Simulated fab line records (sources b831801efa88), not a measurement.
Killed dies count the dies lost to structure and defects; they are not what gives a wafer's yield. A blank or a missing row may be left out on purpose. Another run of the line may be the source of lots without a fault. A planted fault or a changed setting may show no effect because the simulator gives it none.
fab line records + flow sky130
record
- lots=13
- wafers=39
- last-day=48
route steps=708 shown SONOS_TUNNEL@166 LDD_N@247 LDD_HVN@274
lots that met no fault: from a run of the same line without faults
start-h: start of the lot's first displayed wafer, in hours after the record's first day + wait-h: time in hours since the lot's previous step + " as in the row above + L1.1+2: a row that stands for several wafers + - no value present, or no start provided + * or withheld: withheld + < > ~ a bound
route shown NAME@n: a module of which the file shows steps, and the number in the route of the first + usual: mean/standard deviation taken from wafers without a fault + same: alike in all rows + chamber/n: place in a boat + sites: each site's reading + _std_site: their standard deviation + _edge_site: the outer-site mean with the inner-site mean subtracted + radius-mm: for every site, how far away it sits from the centre of the wafer + mask NAME#n: copy n + behind: the last tool/chamber to shape the wafer + hold: the reason the lot was held/the length of the hold in hours/how it ended + device: the n, p or np transistor that did not switch + end of line: the same wafers' tests at the end of the route + a step without rows: its recipe alone + killed: dies that structure and defects cost at the first sort, which is not the same as the wafer's yield + map: shows each die of a wafer: x if killed, . if not, _ if none is there
set.NAME: the run value of the setting; set.NAME@STEP: its run value at that earlier step + model.NAME: the simulator's own value behind a step, which no gauge read
the route's steps for a sample of lots (tables are steps, rows are wafers)
services: the hour from which a tool's chamber was out of use, counted from the record's first day as start-h (under 0 if before that day), plus the number of hours and why
## steps
# step SKY_SONOS_TUNNEL_TW_MEAS_12
# usual
- SONOS_TUNNEL_TW=195.8/1.9
| lot.wafer | tool          | chamber | start-h | wait-h | SONOS_TUNNEL_TW |
|-----------|---------------|---------|---------|--------|-----------------|
| L307.1    | film-metro-02 | -       | 239.73  | 0.0    | 197.3           |
| L307.4    | "             | -       | "       | "      | 198.5           |
| L307.5    | "             | -       | "       | "      | 197.0           |
| L308.4    | film-metro-03 | -       | 244.36  | 0.0    | 195.7           |
| L308.5    | "             | -       | "       | "      | 196.1           |
| L308.6    | "             | -       | "       | "      | 195.7           |
| L310.2    | film-metro-03 | -       | 261.01  | 0.0    | 196.8           |
| L310.3    | "             | -       | "       | "      | 194.0           |
| L310.4    | "             | -       | "       | "      | 196.3           |
| L311.1    | film-metro-03 | -       | 268.76  | 0.0    | 196.4           |
| L311.2    | "             | -       | "       | "      | 196.8           |
| L311.6    | "             | -       | "       | "      | 196.0           |
| L312.1    | film-metro-02 | -       | 283.71  | 0.0    | 197.8           |
| L312.3    | "             | -       | "       | "      | 197.7           |
| L312.6    | "             | -       | "       | "      | 196.4           |
| L314.2    | film-metro-02 | -       | 297.94  | 0.0    | 196.1           |
| L314.3    | "             | -       | "       | "      | 196.3           |
| L314.6    | "             | -       | "       | "      | 198.1           |
| L316.1    | film-metro-02 | -       | 313.29  | 0.0    | 199.7           |
| L316.3    | "             | -       | "       | "      | 197.8           |
| L316.6    | "             | -       | "       | "      | 197.3           |
| L317.1    | film-metro-02 | -       | 323.85  | 0.0    | 197.9           |
| L317.3    | "             | -       | "       | "      | 198.0           |
| L317.6    | "             | -       | "       | "      | 197.7           |
| L318.1    | film-metro-02 | -       | 331.34  | 0.0    | 198.4           |
| L318.5    | "             | -       | "       | "      | 197.8           |
| L318.6    | "             | -       | "       | "      | 198.8           |
| L319.2    | film-metro-03 | -       | 333.65  | 0.0    | 196.1           |
| L319.3    | "             | -       | "       | "      | 195.2           |
| L319.5    | "             | -       | "       | "      | 195.3           |
| L320.1    | film-metro-02 | -       | 346.64  | 0.0    | 196.6           |
| L320.4    | "             | -       | "       | "      | 198.3           |
| L320.6    | "             | -       | "       | "      | 196.8           |
| L321.4    | film-metro-01 | -       | 361.87  | 0.0    | 192.9           |
| L321.5    | "             | -       | "       | "      | 193.6           |
| L321.6    | "             | -       | "       | "      | 192.3           |
| L322.1    | film-metro-03 | -       | 364.44  | 0.0    | 196.4           |
| L322.3    | "             | -       | "       | "      | 196.1           |
| L322.6    | "             | -       | "       | "      | 195.8           |
# step SKY_LDD_N_IMPLANT_10
# recipe
- species=As
- energy-kev=20
- dose-cm2=7.5e+13
- tilt-deg=withheld
- rotation-deg=203
# usual
- implant-ion-amu=75/0
| lot.wafer | tool         | chamber | start-h | wait-h | implant-ion-amu |
|-----------|--------------|---------|---------|--------|-----------------|
| L307.1    | implanter-03 | 0       | 387.86  | 0.1    | 75              |
| L307.4    | "            | 0       | "       | "      | 75              |
| L307.5    | "            | 0       | "       | "      | 75              |
| L308.4    | implanter-04 | 0       | 392.27  | 0.1    | 75              |
| L308.5    | "            | 0       | "       | "      | 75              |
| L308.6    | "            | 0       | "       | "      | 75              |
| L310.2    | implanter-03 | 0       | 413.97  | 0.1    | 75              |
| L310.3    | "            | 0       | "       | "      | 75              |
| L310.4    | "            | 0       | "       | "      | 75              |
| L311.1    | implanter-04 | 0       | 421.81  | 0.1    | 75              |
| L311.2    | "            | 0       | "       | "      | 75              |
| L311.6    | "            | 0       | "       | "      | 75              |
| L312.1    | implanter-04 | 0       | 440.85  | 0.1    | 75              |
| L312.3    | "            | 0       | "       | "      | 75              |
| L312.6    | "            | 0       | "       | "      | 75              |
| L314.2    | implanter-01 | 0       | 456.29  | 0.1    | 75              |
| L314.3    | "            | 0       | "       | "      | 75              |
| L314.6    | "            | 0       | "       | "      | 75              |
| L316.1    | implanter-01 | 0       | 471.76  | 0.1    | 75              |
| L316.3    | "            | 0       | "       | "      | 75              |
| L316.6    | "            | 0       | "       | "      | 75              |
| L317.1    | implanter-01 | 0       | 486.31  | 0.1    | 75              |
| L317.3    | "            | 0       | "       | "      | 75              |
| L317.6    | "            | 0       | "       | "      | 75              |
| L319.2    | implanter-04 | 0       | 500.07  | 0.1    | 75              |
| L319.3    | "            | 0       | "       | "      | 75              |
| L319.5    | "            | 0       | "       | "      | 75              |
| L318.1    | implanter-01 | 0       | 501.87  | 0.1    | 31              |
| L318.5    | "            | 0       | "       | "      | 31              |
| L318.6    | "            | 0       | "       | "      | 31              |
| L320.1    | implanter-01 | 0       | 511.02  | 0.1    | 31              |
| L320.4    | "            | 0       | "       | "      | 31              |
| L320.6    | "            | 0       | "       | "      | 31              |
| L321.4    | implanter-04 | 0       | 526.34  | 0.1    | 31              |
| L321.5    | "            | 0       | "       | "      | 31              |
| L321.6    | "            | 0       | "       | "      | 31              |
| L322.1    | implanter-04 | 0       | 530.00  | 0.1    | 31              |
| L322.3    | "            | 0       | "       | "      | 31              |
| L322.6    | "            | 0       | "       | "      | 31              |
# step SKY_LDD_N_STRIP_16
# recipe
- chemistry=O2/N2
- power-w=1400
- pressure-mtorr=1500
- platen-temp-c=withheld
- o2-flow-sccm=3000
- n2-flow-sccm=300
- overash-fraction=0.5
# usual
- chamber-pressure-mTorr=1500.1/1.5
- drypump-motor-current-A=5.6/0.45
- oes-product-au=0.407/0.0047
- strip-time-to-endpoint-s=4.320/0.019
| lot.wafer | tool            | chamber | start-h | wait-h | chamber-pressure-mTorr | drypump-motor-current-A | oes-product-au | rf-hours-counter-h | strip-time-to-endpoint-s |
|-----------|-----------------|---------|---------|--------|------------------------|-------------------------|----------------|--------------------|--------------------------|
| L307.1    | plasma-asher-04 | 1       | 388.76  | 0.1    | 1498.9                 | 5.8                     | 0.406          | 67                 | 4.300                    |
| L307.4    | "               | 0       | "       | "      | 1501.3                 | 6.0                     | 0.404          | -                  | 4.306                    |
| L307.5    | "               | 0       | "       | "      | 1501.0                 | 6.0                     | 0.411          | -                  | 4.298                    |
| L308.4    | plasma-asher-04 | 1       | 393.13  | 0.1    | 1501.1                 | 5.7                     | 0.408          | -                  | 4.351                    |
| L308.5    | "               | 0       | "       | "      | 1499.6                 | 6.0                     | 0.405          | -                  | 4.351                    |
| L308.6    | "               | 1       | "       | "      | 1502.2                 | 5.8                     | 0.409          | -                  | 4.344                    |
| L310.2    | plasma-asher-01 | 1       | 414.85  | 0.1    | 1501.8                 | 5.8                     | 0.407          | 30                 | 4.305                    |
| L310.3    | "               | 0       | "       | "      | 1497.1                 | 4.9                     | 0.407          | -                  | 4.302                    |
| L310.4    | "               | 1       | "       | "      | 1497.6                 | 5.8                     | 0.408          | -                  | 4.298                    |
| L311.1    | plasma-asher-04 | 0       | 422.71  | 0.1    | 1500.5                 | 6.0                     | 0.405          | 71                 | 4.324                    |
| L311.2    | "               | 1       | "       | "      | 1499.4                 | 5.8                     | 0.410          | 71                 | 4.323                    |
| L311.6    | "               | 0       | "       | "      | 1500.2                 | 6.0                     | 0.410          | -                  | 4.332                    |
| L312.1    | plasma-asher-01 | 1       | 441.75  | 0.1    | 1499.4                 | 5.7                     | 0.403          | 33                 | 4.306                    |
| L312.3    | "               | 1       | "       | "      | 1499.4                 | 5.7                     | 0.405          | -                  | 4.314                    |
| L312.6    | "               | 1       | "       | "      | 1499.6                 | 5.8                     | 0.407          | -                  | 4.326                    |
| L314.2    | plasma-asher-01 | 1       | 457.16  | 0.1    | 1500.4                 | 5.8                     | 0.408          | 35                 | 4.341                    |
| L314.3    | "               | 1       | "       | "      | 1498.0                 | 5.8                     | 0.403          | -                  | 4.350                    |
| L314.6    | "               | 0       | "       | "      | 1498.7                 | 4.9                     | 0.409          | -                  | 4.361                    |
| L316.1    | plasma-asher-01 | 0       | 472.66  | 0.1    | 1499.4                 | 5.0                     | 0.404          | 36                 | 4.347                    |
| L316.3    | "               | 0       | "       | "      | 1498.7                 | 5.0                     | 0.413          | -                  | 4.367                    |
| L316.6    | "               | 1       | "       | "      | 1499.5                 | 5.8                     | 0.405          | -                  | 4.350                    |
| L317.1    | plasma-asher-02 | 0       | 487.21  | 0.1    | 1501.8                 | 6.3                     | 0.412          | 69                 | 4.313                    |
| L317.3    | "               | 0       | "       | "      | 1497.8                 | 6.3                     | 0.393          | -                  | 4.316                    |
| L317.6    | "               | 1       | "       | "      | 1498.6                 | 5.7                     | 0.401          | -                  | 4.309                    |
| L319.2    | plasma-asher-01 | 1       | 500.95  | 0.1    | 1499.6                 | 5.8                     | 0.407          | 39                 | 4.293                    |
| L319.3    | "               | 0       | "       | "      | 1498.5                 | 5.0                     | 0.411          | -                  | 4.296                    |
| L319.5    | "               | 0       | "       | "      | 1500.3                 | 5.0                     | 0.403          | -                  | 4.289                    |
| L318.1    | plasma-asher-01 | 1       | 502.77  | 0.1    | 1499.5                 | 5.8                     | 0.405          | 39                 | 4.213                    |
| L318.5    | "               | 0       | "       | "      | 1500.0                 | 5.0                     | 0.408          | -                  | 4.215                    |
| L318.6    | "               | 1       | "       | "      | 1502.6                 | 5.8                     | 0.410          | -                  | 4.211                    |
| L320.1    | plasma-asher-02 | 1       | 511.92  | 0.1    | 1499.1                 | 5.7                     | 0.404          | 71                 | 4.235                    |
| L320.4    | "               | 1       | "       | "      | 1499.9                 | 5.7                     | 0.414          | -                  | 4.225                    |
| L320.6    | "               | 1       | "       | "      | 1501.3                 | 5.7                     | 0.405          | -                  | 4.229                    |
| L321.4    | plasma-asher-01 | 0       | 527.20  | 0.1    | 1501.3                 | 5.0                     | 0.410          | -                  | 4.228                    |
| L321.5    | "               | 1       | "       | "      | 1499.2                 | 5.7                     | 0.411          | -                  | 4.223                    |
| L321.6    | "               | 0       | "       | "      | 1499.1                 | 5.0                     | 0.402          | -                  | 4.245                    |
| L322.1    | plasma-asher-01 | 1       | 530.90  | 0.1    | 1498.1                 | 5.8                     | 0.408          | 42                 | 4.230                    |
| L322.3    | "               | 0       | "       | "      | 1498.6                 | 5.0                     | 0.416          | -                  | 4.240                    |
| L322.6    | "               | 1       | "       | "      | 1501.0                 | 5.8                     | 0.410          | -                  | 4.233                    |
# step SKY_LDD_N_TW_MEAS_17
# usual
- LDD_N_TW=2583/24
| lot.wafer | tool          | chamber | start-h | wait-h | LDD_N_TW |
|-----------|---------------|---------|---------|--------|----------|
| L307.1    | film-metro-03 | -       | 388.86  | 0.1    | 2585     |
| L307.4    | "             | -       | "       | "      | 2557     |
| L307.5    | "             | -       | "       | "      | 2570     |
| L308.4    | film-metro-02 | -       | 393.23  | 0.1    | 2601     |
| L308.5    | "             | -       | "       | "      | 2585     |
| L308.6    | "             | -       | "       | "      | 2601     |
| L310.2    | film-metro-03 | -       | 414.96  | 0.1    | 2569     |
| L310.3    | "             | -       | "       | "      | 2587     |
| L310.4    | "             | -       | "       | "      | 2584     |
| L311.1    | film-metro-02 | -       | 422.81  | 0.1    | 2586     |
| L311.2    | "             | -       | "       | "      | 2594     |
| L311.6    | "             | -       | "       | "      | 2602     |
| L312.1    | film-metro-02 | -       | 441.85  | 0.1    | 2570     |
| L312.3    | "             | -       | "       | "      | 2570     |
| L312.6    | "             | -       | "       | "      | 2570     |
| L314.2    | film-metro-03 | -       | 457.27  | 0.1    | 2565     |
| L314.3    | "             | -       | "       | "      | 2563     |
| L314.6    | "             | -       | "       | "      | 2569     |
| L316.1    | film-metro-03 | -       | 472.76  | 0.1    | 2559     |
| L316.3    | "             | -       | "       | "      | 2569     |
| L316.6    | "             | -       | "       | "      | 2578     |
| L317.1    | film-metro-02 | -       | 487.31  | 0.1    | 2571     |
| L317.3    | "             | -       | "       | "      | 2590     |
| L317.6    | "             | -       | "       | "      | 2598     |
| L319.2    | film-metro-04 | -       | 501.06  | 0.1    | 2614     |
| L319.3    | "             | -       | "       | "      | 2615     |
| L319.5    | "             | -       | "       | "      | 2618     |
| L318.1    | film-metro-02 | -       | 502.87  | 0.1    | 2554     |
| L318.5    | "             | -       | "       | "      | 2524     |
| L318.6    | "             | -       | "       | "      | 2553     |
| L320.1    | film-metro-02 | -       | 512.02  | 0.1    | 2541     |
| L320.4    | "             | -       | "       | "      | 2541     |
| L320.6    | "             | -       | "       | "      | 2533     |
| L321.4    | film-metro-04 | -       | 527.29  | 0.1    | 2563     |
| L321.5    | "             | -       | "       | "      | 2565     |
| L321.6    | "             | -       | "       | "      | 2540     |
| L322.1    | film-metro-04 | -       | 531.00  | 0.1    | 2555     |
| L322.3    | "             | -       | "       | "      | 2569     |
| L322.6    | "             | -       | "       | "      | 2555     |
# step SKY_LDD_HVN_OVL_MEAS_07
# usual
- LDD_HVN_OVL=0.4/1.4
| lot.wafer | tool       | chamber | start-h | wait-h | LDD_HVN_OVL[nm] |
|-----------|------------|---------|---------|--------|-----------------|
| L307.1    | overlay-01 | -       | 448.49  | 0.1    | -0.1            |
| L307.4    | "          | -       | "       | "      | 1.6             |
| L307.5    | "          | -       | "       | "      | 0.2             |
| L308.4    | overlay-01 | -       | 452.91  | 0.1    | 4.4             |
| L308.5    | "          | -       | "       | "      | 0.9             |
| L308.6    | "          | -       | "       | "      | 3.3             |
| L310.2    | overlay-02 | -       | 475.39  | 0.1    | -1.7            |
| L310.3    | "          | -       | "       | "      | 0.2             |
| L310.4    | "          | -       | "       | "      | -0.2            |
| L311.1    | overlay-01 | -       | 483.39  | 0.1    | 0.0             |
| L311.2    | "          | -       | "       | "      | 1.7             |
| L311.6    | "          | -       | "       | "      | 0.5             |
| L312.1    | overlay-01 | -       | 503.06  | 0.1    | -1.1            |
| L312.3    | "          | -       | "       | "      | 0.9             |
| L312.6    | "          | -       | "       | "      | 0.6             |
| L314.2    | overlay-01 | -       | 517.42  | 0.1    | 1.1             |
| L314.3    | "          | -       | "       | "      | 1.6             |
| L314.6    | "          | -       | "       | "      | 2.6             |
| L316.1    | overlay-01 | -       | 533.66  | 0.1    | 0.1             |
| L316.3    | "          | -       | "       | "      | 0.7             |
| L316.6    | "          | -       | "       | "      | 1.1             |
| L317.1    | overlay-02 | -       | 547.24  | 0.1    | -0.2            |
| L317.3    | "          | -       | "       | "      | 0.2             |
| L317.6    | "          | -       | "       | "      | 1.6             |
| L319.2    | overlay-01 | -       | 559.47  | 0.1    | 0.6             |
| L319.3    | "          | -       | "       | "      | 1.8             |
| L319.5    | "          | -       | "       | "      | 0.8             |
| L318.1    | overlay-02 | -       | 562.44  | 0.1    | 0.0             |
| L318.5    | "          | -       | "       | "      | -0.7            |
| L318.6    | "          | -       | "       | "      | -0.7            |
| L320.1    | overlay-01 | -       | 572.21  | 0.1    | 1.3             |
| L320.4    | "          | -       | "       | "      | 0.2             |
| L320.6    | "          | -       | "       | "      | 1.3             |
| L321.4    | overlay-02 | -       | 586.61  | 0.1    | -1.3            |
| L321.5    | "          | -       | "       | "      | 0.0             |
| L321.6    | "          | -       | "       | "      | 0.1             |
| L322.1    | overlay-01 | -       | 590.11  | 0.1    | -0.5            |
| L322.3    | "          | -       | "       | "      | 0.5             |
| L322.6    | "          | -       | "       | "      | -0.3            |
## services
| tool            | chamber | start-h | hours | kind   |
|-----------------|---------|---------|-------|--------|
| implanter-04    | -       | 376.01  | 1.0   | repair |
| implanter-01    | -       | 381.05  | 12.3  | pm     |
| implanter-03    | -       | 396.24  | 1.2   | repair |
| implanter-03    | -       | 421.72  | 3.4   | pm     |
| implanter-03    | -       | 445.17  | 5.9   | repair |
| implanter-04    | -       | 470.66  | 1.2   | repair |
| implanter-04    | -       | 512.64  | 12.1  | repair |
| implanter-01    | -       | 518.01  | 2.9   | repair |
| implanter-03    | -       | 519.18  | 1.3   | repair |
| plasma-asher-02 | -       | 524.82  | 5.3   | repair |
## key
first-sign
- step=SKY_LDD_N_IMPLANT_10
- reading=implant-ion-amu
- direction=down
- sigmas=99+
- usual=75
- struck=31
effect
- step=SKY_LDD_N_STRIP_16
- reading=strip-time-to-endpoint-s
- direction=down
- sigmas=4.9
- usual=*
- struck=*
effect
- step=SKY_LDD_N_TW_MEAS_17
- reading=LDD_N_TW
- direction=down
- sigmas=1.4
- usual=2583
- struck=2549
met-at SKY_LDD_N_IMPLANT_10
struck-lots L318,L320,L321,L322
tester-left-out L318,L320,L321,L322
not-acting-at SKY_SONOS_TUNNEL_TW_MEAS_12,SKY_LDD_N_TW_MEAS_17,SKY_LDD_HVN_OVL_MEAS_07
onset-between 500.07 501.87
fault
- kind=wrong-recipe-download
- tool=implanter-01,implanter-03,implanter-04
- chamber=-
- onset-h=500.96
- steps=SKY_LDD_N_IMPLANT_10
- wrong-recipe.not-listed=1
# tester-left-out: of these lots the tester's yield and bins aren't shown, on N5 and GAA mostly nor the transistor test; their killed dies are dies lost to structure and defects alone, not to doping, threshold or leakage, so they don't give the yield
